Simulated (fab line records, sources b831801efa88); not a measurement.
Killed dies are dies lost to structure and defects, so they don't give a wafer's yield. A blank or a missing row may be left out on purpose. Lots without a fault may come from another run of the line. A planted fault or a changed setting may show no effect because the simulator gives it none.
A struck lot beside a sound one | flow sky130 | 43 steps out of a route of 708
Sound: wafers L134.2, L134.4, L134.6. Struck: wafers L144.3, L144.4, L144.5. The cause comes at the end.
At each step with rows: each side's tool, then ch and its chambers, then its first start. Under that, the readings that differ: sound wafers | struck wafers | difference of the means | sigmas: that difference in standard deviations of wafers without a fault.
alike: readings whose means differ by less than 2 such deviations, and words and numbers that are the same on both sides. not compared: withheld readings, readings that some wafer has no value for, bounds like >300 that may hide the same value, and numbers for which the record gives no deviation and whose values overlap.
The two part at a step that has a row with sigmas, a row that says differs or no value, or rows on one side only. Numbers that don't overlap but have no deviation are shown without sigmas and don't part them. A reading that every wafer of one side lacks parts them only if that side has two wafers or more.

first, 7 steps without rows for these wafers: SKY_FIELD_ISO_HMDS_06 (prime time 60 s); SKY_FIELD_ISO_COAT_07 (resist thk 60 nm); SKY_FIELD_ISO_COAT_08 (resist thk 450 nm); SKY_FIELD_ISO_SOFTBAKE_09 (time 90 s); SKY_FIELD_ISO_EXPOSE_10 (exposes mask FOM, target cd 150 nm); SKY_FIELD_ISO_PEB_11; SKY_FIELD_ISO_DEVELOP_12 (develop time 60 s).
SKY_FIELD_ISO_CD_MEAS_13: target cd 150 nm.
  sound on cd_sem-02, day 2 05:05; struck on cd_sem-01, day 4 10:37
  reading    | sound             | struck            | difference | sigmas
  cd_nm (nm) | 152.7 153.0 152.2 | 148.3 147.9 148.2 | -4.5       | -3
SKY_FIELD_ISO_ETCH_14: etches BARC in N2/H2, stops on SiO2, time 45.9 s, target depth 60 nm.
  sound on rie_diel-01 ch 0,2,3, day 2 05:11; struck on rie_diel-02 ch 0,2,3, day 4 10:42
  alike: drypump_motor_current_A, oes_product_au, throttle_valve_pct
  not compared: rf_hours_counter_h
SKY_FIELD_ISO_ETCH_15: etches the open film in CHF3/O2, stops on Si, target depth 180 nm, time 72 s.
  sound on rie_diel-01 ch 0,2,3, day 2 05:14; struck on rie_diel-02 ch 0,2,3, day 4 10:44
  alike: drypump_motor_current_A, oes_product_au, throttle_valve_pct
  not compared: rf_hours_counter_h
SKY_FIELD_ISO_STRIP_16: strips in O2/N2.
  sound on plasma_asher-02 ch 0, day 2 05:17; struck on plasma_asher-03 ch 0,1, day 4 10:50
  alike: drypump_motor_current_A, oes_product_au, strip_time_to_endpoint_s
  not compared: rf_hours_counter_h
SKY_FIELD_ISO_ETCH_17: etches Si in HBr/Cl2/O2, target depth 342 nm, time 97.7 s.
  sound on rie_si-01 ch 1,3, day 2 05:23; struck on rie_si-01 ch 0,2, day 4 10:54
  alike: drypump_motor_current_A, oes_product_au, throttle_valve_pct
  not compared: rf_hours_counter_h
SKY_FIELD_ISO_WET_ETCH_18: etches Si3N4 in H3PO4, target depth 25 nm, time 286 s.
  sound on wet_bench-04 ch 2, day 2 05:28; struck on wet_bench-04 ch 0, day 4 11:10
then, 4 steps without rows for these wafers: SKY_FIELD_ISO_CLEAN_19 (cleans in SC1/SC2, time 150 s); SKY_FIELD_ISO_CLEAN_20 (cleans in dHF, time 20 s); SKY_FIELD_ISO_WET_ETCH_21 (etches SiO2 in dHF, target depth 20 nm, time 400 s); SKY_FIELD_ISO_OXIDATION_22 (stabilise 600 s, purge 300 s, target thk 10 nm).
SKY_FIELD_ISO_THK_MEAS_23:
  sound on film_metro-01, day 2 10:58; struck on film_metro-01, day 4 14:08
  alike: FIELD_ISO_OXIDATION_01_THK
then, 1 step without rows for these wafers: SKY_FIELD_ISO_CVD_24 (deposits SiO2, target thk 595 nm, time 99.2 s).
SKY_FIELD_ISO_THK_MEAS_25:
  sound on film_metro-01, day 2 11:05; struck on film_metro-02, day 4 14:16
  alike: FIELD_ISO_CVD_24_THK
then, 1 step without rows for these wafers: SKY_FIELD_ISO_ANNEAL_26 (time 1800 s).
SKY_FIELD_ISO_CMP_27: polishes, stops on Si3N4, t overpolish 15.25 s, target thk 457.8 nm.
  sound on cmp-01 ch 0,2, day 2 14:20; struck on cmp-01 ch 1,3, day 4 17:20
  alike: motor_current_A, overpolish_run_s, retaining_ring_pressure_frac, slurry_filter_dp_kPa, time_to_endpoint_s
then, 5 steps without rows for these wafers: SKY_FIELD_ISO_WET_ETCH_28 (etches SiO2 in dHF, target depth 23.7 nm, time 47 s); SKY_FIELD_ISO_WET_ETCH_29 (etches Si3N4 in H3PO4, target depth 160 nm, time 1825 s); SKY_FIELD_ISO_WET_ETCH_30 (etches SiO2 in dHF, target depth 25 nm, time 50 s); SKY_NWELL_CLEAN_00 (cleans in SC1/SC2, time 150 s); SKY_NWELL_OXIDATION_01 (stabilise 600 s, purge 300 s, target thk 10 nm).
SKY_NWELL_THK_MEAS_02:
  sound on film_metro-02, day 2 16:55; struck on film_metro-01, day 4 23:19
  reading                  | sound          | struck            | difference | sigmas
  NWELL_OXIDATION_THK (nm) | 9.80 9.80 9.82 | 10.32 10.29 10.26 | +0.48      | +3
then, 9 steps without rows for these wafers: SKY_DNWELL_DEHYDRATE_00 (time 60 s); SKY_DNWELL_HMDS_01 (prime time 60 s); SKY_DNWELL_COAT_02 (resist thk 3000 nm); SKY_DNWELL_SOFTBAKE_03; SKY_DNWELL_EXPOSE_04 (exposes mask DNM, target cd 3000 nm); SKY_DNWELL_PEB_05; SKY_DNWELL_DEVELOP_06 (develop time 60 s); SKY_DNWELL_IMPLANT_07; SKY_DNWELL_STRIP_08 (strips in O2/N2).
SKY_DNWELL_TW_MEAS_09:
  sound on film_metro-02, day 3 08:38; struck on film_metro-02, day 5 17:44
  alike: DNWELL_TW
then, 4 steps without rows for these wafers: SKY_PWDE_DEHYDRATE_00 (time 60 s); SKY_PWDE_HMDS_01 (prime time 60 s); SKY_PWDE_COAT_02 (resist thk 3000 nm); SKY_PWDE_SOFTBAKE_03.
-- the record jumps here: 43 days lie between the struck wafers' starts before and after (it left off in module PWDE and takes up again in module PAD_OPEN, whose first step shown is number 708 of the route) --
SKY_PAD_OPEN_PROBE_99:
  the record has rows for the struck wafers here (prober-01, day 49 01:00) and none for the sound ones

WHERE THEY PART
First at SKY_FIELD_ISO_CD_MEAS_13; last, within this record, at SKY_PAD_OPEN_PROBE_99.

WHY: what the simulator had put in
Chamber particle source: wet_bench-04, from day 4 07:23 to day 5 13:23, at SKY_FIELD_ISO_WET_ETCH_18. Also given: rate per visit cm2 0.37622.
